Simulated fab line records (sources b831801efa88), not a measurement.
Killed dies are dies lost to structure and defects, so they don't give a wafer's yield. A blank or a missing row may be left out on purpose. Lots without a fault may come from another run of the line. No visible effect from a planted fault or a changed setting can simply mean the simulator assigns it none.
Matching of chambers | flow gf180mcu | GF_CONTACT_CMP_04 on cmp-01 has 4 sister chambers
The step polishes SiO2. 8 wafers are shown with their chamber, then 8 later ones without.

== WAFERS, EACH WITH ITS CHAMBER ==
wafer  | chamber | motorCurrentA (A) | timeToEndpointS (s)
L287.2 | 1       | 12.6              | 113
L288.1 | 2       | 13.8              | 111
L288.3 | 0       | 12.3              | 114
L288.4 | 1       | 12.8              | 112
L289.1 | 2       | 14.0              | 108
L289.2 | 0       | 11.6              | 109
L289.3 | 3       | 11.5              | 108
L290.1 | 3       | 11.9              | 100

== WAFERS WHOSE CHAMBER IS MISSING ==
wafer  | motorCurrentA (A) | timeToEndpointS (s)
L290.3 | 13.8              | 105
L290.4 | 12.1              | 111
L299.1 | 11.3              | 109
L299.4 | 11.8              | 113
L299.5 | 13.9              | 113
L306.1 | 12.3              | 115
L306.3 | 11.8              | 118
L306.4 | 12.6              | 115

== WHICH CHAMBER EACH ONE RAN IN ==
wafer  | from the rows above          | in truth
L290.3 | 2                            | 2
L290.4 | can't be placed: 0 or 1 or 3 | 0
L299.1 | can't be placed: 3 or 0      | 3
L299.4 | can't be placed: 0 or 3      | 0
L299.5 | 2                            | 2
L306.1 | can't be placed: 1 or 0      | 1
L306.3 | can't be placed: 0 or 1      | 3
L306.4 | can't be placed: 1 or 0      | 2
Correct placement for 2 of the 8. Cannot be placed on the basis of these rows: 6; the candidates contain the true chamber in 4. 0 placed wrongly.
How it was worked out, from the rows above alone: a wafer's distance from a chamber is the root of the sum, over the readings, of the square of ((its reading less the chamber's mean) divided by the reading's scatter). If the next closest chamber is less than 2 further off than the closest, the wafer can't be placed; otherwise it belongs to the closest. For every chamber, the mean is computed from those of its wafers that are shown. The scatter is the square root of a quotient: the sum, over the shown wafers, of each reading's squared deviation from its chamber's mean, divided by wafers minus chambers.
